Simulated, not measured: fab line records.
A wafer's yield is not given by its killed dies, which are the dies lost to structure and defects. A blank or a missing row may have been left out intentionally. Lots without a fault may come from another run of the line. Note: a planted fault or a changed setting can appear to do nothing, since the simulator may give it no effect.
2 desks looking at one fault :: flow gf180mcu :: each desk has only its own numbers; what lay behind them comes last

## AT THE TOOL OWNER'S DESK: iline_stepper-02
The tool's own readings at GF_MIM_EXPOSE_16 (exposes mask FuseTop, target cd 2000 nm): means of the sampled wafers that have a number, for each lot that ran on this tool. Any lot whose mean is over 4 standard deviations away from the usual mean is out of limits and marked OUT; that distance is given in the brackets.
Columns: A = exposure_dose_mJ_cm2 at GF_MIM_EXPOSE_16, usual 139.99; B = focus_offset_nm at GF_MIM_EXPOSE_16, usual 0.0 nm
lot: L688
first seen here: day 25 21:40
A: 139.99
B: -0.1

lot: L690
first seen here: day 26 12:57
A: 140.13
B: 0.6

lot: L707
first seen here: day 31 05:29
A: 140.07
B: 0.4

lot: L708
first seen here: day 31 10:59
A: 140.13
B: -0.6

lot: L709
first seen here: day 31 17:18
A: 139.87
B: -0.3
Result from this desk: across the 5 lots, nothing is out of limits.

## AT THE METROLOGY DESK
What the gauges read for every lot (on any tool): the sampled wafers with a number, averaged. Any lot whose mean is over 4 standard deviations away from the usual mean is out of limits and marked OUT; that distance is given in the brackets.
Columns: A = cd_nm at GF_M3_CD_MEAS_14, usual 280.1 nm
lot: L686
first seen here: day 21 15:35
A: 280.8

lot: L688
first seen here: day 22 09:38
A: 279.6

lot: L689
first seen here: day 22 15:29
A: 279.8

lot: L690
first seen here: day 23 02:22
A: 281.2

lot: L691
first seen here: day 23 09:18
A: 279.8

lot: L692
first seen here: day 24 01:17
A: 278.0

lot: L693
first seen here: day 24 11:29
A: 280.4

lot: L694
first seen here: day 24 14:04
A: 280.7

lot: L702
first seen here: day 26 22:20
A: 279.9

lot: L704
first seen here: day 27 14:26
A: 278.7

lot: L705
first seen here: day 27 21:19
A: 280.1

lot: L706
first seen here: day 27 23:37
A: 281.4

lot: L707
first seen here: day 28 05:49
A: 280.4

lot: L708
first seen here: day 28 11:14
A: 279.4

lot: L709
first seen here: day 28 17:24
A: 281.0
Result from this desk: across the 15 lots, nothing is out of limits.

## ALL TOGETHER
The tool owner's desk saw nothing out of limits.
The metrology desk saw nothing out of limits.

## WHAT THE SIMULATOR HAD INSERTED
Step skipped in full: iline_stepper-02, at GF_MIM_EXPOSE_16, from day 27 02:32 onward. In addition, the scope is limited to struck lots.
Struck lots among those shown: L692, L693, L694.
